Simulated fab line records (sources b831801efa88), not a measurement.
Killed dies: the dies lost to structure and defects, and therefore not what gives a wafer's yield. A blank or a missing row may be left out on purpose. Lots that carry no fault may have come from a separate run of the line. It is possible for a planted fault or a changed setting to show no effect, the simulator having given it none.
Comparing a struck lot with a sound one    flow sky130    31 steps out of a route of 708
Sound: wafers L786.2, L786.3, L786.6. Wafers struck: L785.3, L785.4, L785.5. Last of all comes the cause.
For every step that has rows: the tool of each side, followed by ch and its chambers, followed by its first start. Under that, the readings that differ: sound wafers    struck wafers    difference of the means    sigmas: that difference in standard deviations of wafers without a fault.
alike: readings with means less than 2 such deviations apart, plus words and numbers identical on both sides. not compared: withheld readings, readings lacking a value on some wafer, bounds such as >300 that could conceal the same value, and numbers that have no deviation in the record and whose values overlap.
The two part at a step that has a row with sigmas, a row that says differs or no value, or rows on one side only. Non-overlapping numbers with no deviation appear without sigmas and do not part them. Lack of a reading on every wafer of one side parts them only where that side has two or more wafers.

first, 1 step without rows for these wafers: SKY_NWELL_IMPLANT_13.
SKY_NWELL_STRIP_14: strips in O2/N2.
  sound on plasma_asher-02 ch 0,1, day 8 11:57; struck on plasma_asher-04 ch 0,1, day 8 06:47
reading                       sound              struck             difference  sigmas
strip_time_to_endpoint_s (s)  36.86 36.82 36.94  37.08 37.08 37.09  +0.21       +2
  alike: chamber_pressure_mTorr, drypump_motor_current_A, oes_product_au
  not compared: rf_hours_counter_h
SKY_NWELL_TW_MEAS_15:
  sound on film_metro-03, day 8 12:05; struck on film_metro-03, day 8 06:52
  alike: NWELL_TW
then, 7 steps without rows for these wafers: SKY_NWELL_DEHYDRATE_16 (time 60 s); SKY_NWELL_HMDS_17 (prime time 60 s); SKY_NWELL_COAT_18 (resist thk 3000 nm); SKY_NWELL_SOFTBAKE_19; SKY_NWELL_EXPOSE_20 (exposes mask NWM COMPLEMENT, target cd 840 nm); SKY_NWELL_PEB_21; SKY_NWELL_DEVELOP_22 (develop time 60 s).
SKY_NWELL_OVL_MEAS_23:
  sound on overlay-01, day 9 09:25; struck on overlay-01, day 9 03:43
  alike: NWELL_01_OVL
then, 1 step without rows for these wafers: SKY_NWELL_IMPLANT_24.
SKY_NWELL_STRIP_25: strips in O2/N2.
  sound on plasma_asher-04 ch 1, day 9 09:36; struck on plasma_asher-04 ch 0,1, day 9 03:56
  no value came back on the struck wafers for chamber_pressure_mTorr (mTorr), drypump_motor_current_A (A), oes_product_au (a.u.), strip_time_to_endpoint_s (s); on the sound wafers chamber_pressure_mTorr (mTorr) reads 1498.0 1499.0 1498.6
reading                                  sound  struck          difference  sigmas
model.coat_of_NWELL_COAT_18.thk_nm (nm)  0 0 0  3002 3004 3001  +3002       
  not compared: rf_hours_counter_h
SKY_NWELL_TW_MEAS_26:
  sound on film_metro-04, day 9 09:43; struck on film_metro-03, day 9 04:01
  alike: NWELL_2_TW
then, 1 step without rows for these wafers: SKY_NWELL_CLEAN_27 (cleans in SC1/SC2, time 150 s).
SKY_NWELL_RTA_28: time 30 s.
  sound on rtp_anneal-02 ch 0, day 9 09:49; struck on rtp_anneal-02 ch 0, day 9 04:08
  alike: lamp_power_pct, ramp_up_c_per_s, wafer_temp_C_max
SKY_NWELL_RS_MEAS_29: measures by four-point-probe.
  sound on film_metro-01, day 9 09:56; struck on film_metro-04, day 9 04:15
  alike: NWELL_RS
SKY_NWELL_RS_MEAS_31: measures by four-point-probe.
  sound on film_metro-01, day 9 10:10; struck on film_metro-04, day 9 04:29
  alike: PWDE_RS
then, 7 steps without rows for these wafers: SKY_VT_ADJUST_HVTP_DEHYDRATE_00 (time 60 s); SKY_VT_ADJUST_HVTP_HMDS_01 (prime time 60 s); SKY_VT_ADJUST_HVTP_COAT_02 (resist thk 1140 nm); SKY_VT_ADJUST_HVTP_SOFTBAKE_03 (time 60 s); SKY_VT_ADJUST_HVTP_EXPOSE_04 (exposes mask HVTPM, target cd 380 nm); SKY_VT_ADJUST_HVTP_PEB_05; SKY_VT_ADJUST_HVTP_DEVELOP_06 (develop time 60 s).
SKY_VT_ADJUST_HVTP_CD_MEAS_07: the cd target is 380 nm.
  sound on cd_sem-02, day 10 08:38; struck on cd_sem-02, day 10 02:22
  alike: cd_nm
SKY_VT_ADJUST_HVTP_OVL_MEAS_08:
  sound on overlay-01, day 10 08:44; struck on overlay-01, day 10 02:27
  alike: VT_ADJUST_HVTP_OVL
then, 1 step without rows for these wafers: SKY_VT_ADJUST_HVTP_IMPLANT_09.
SKY_VT_ADJUST_HVTP_STRIP_10: strips in O2/N2.
  sound on plasma_asher-03 ch 0,1, day 10 08:55; struck on plasma_asher-02 ch 0,1, day 10 02:40
reading                       sound              struck             difference  sigmas
oes_product_au (a.u.)         0.711 0.718 0.709  0.731 0.722 0.725  +0.013      +3
strip_time_to_endpoint_s (s)  14.13 14.19 14.14  58.77 58.77 58.77  +44.62      +99 or more
  alike: chamber_pressure_mTorr, drypump_motor_current_A
  not compared: rf_hours_counter_h
SKY_VT_ADJUST_HVTP_TW_MEAS_11:
  sound on film_metro-02, day 10 09:02; struck on film_metro-02, day 10 02:44
reading            sound           struck    difference  sigmas
VT_ADJUST_HVTP_TW  1361 1356 1356  30 30 30  -1328       -99 or more
then, 1 step without rows for these wafers: SKY_VT_ADJUST_LVTN_DEHYDRATE_00 (time 60 s).

== WHERE THEY PART ==
Last at SKY_VT_ADJUST_HVTP_TW_MEAS_11 as far as this record goes, first at SKY_NWELL_STRIP_14.

WHY: the cause the simulator had injected
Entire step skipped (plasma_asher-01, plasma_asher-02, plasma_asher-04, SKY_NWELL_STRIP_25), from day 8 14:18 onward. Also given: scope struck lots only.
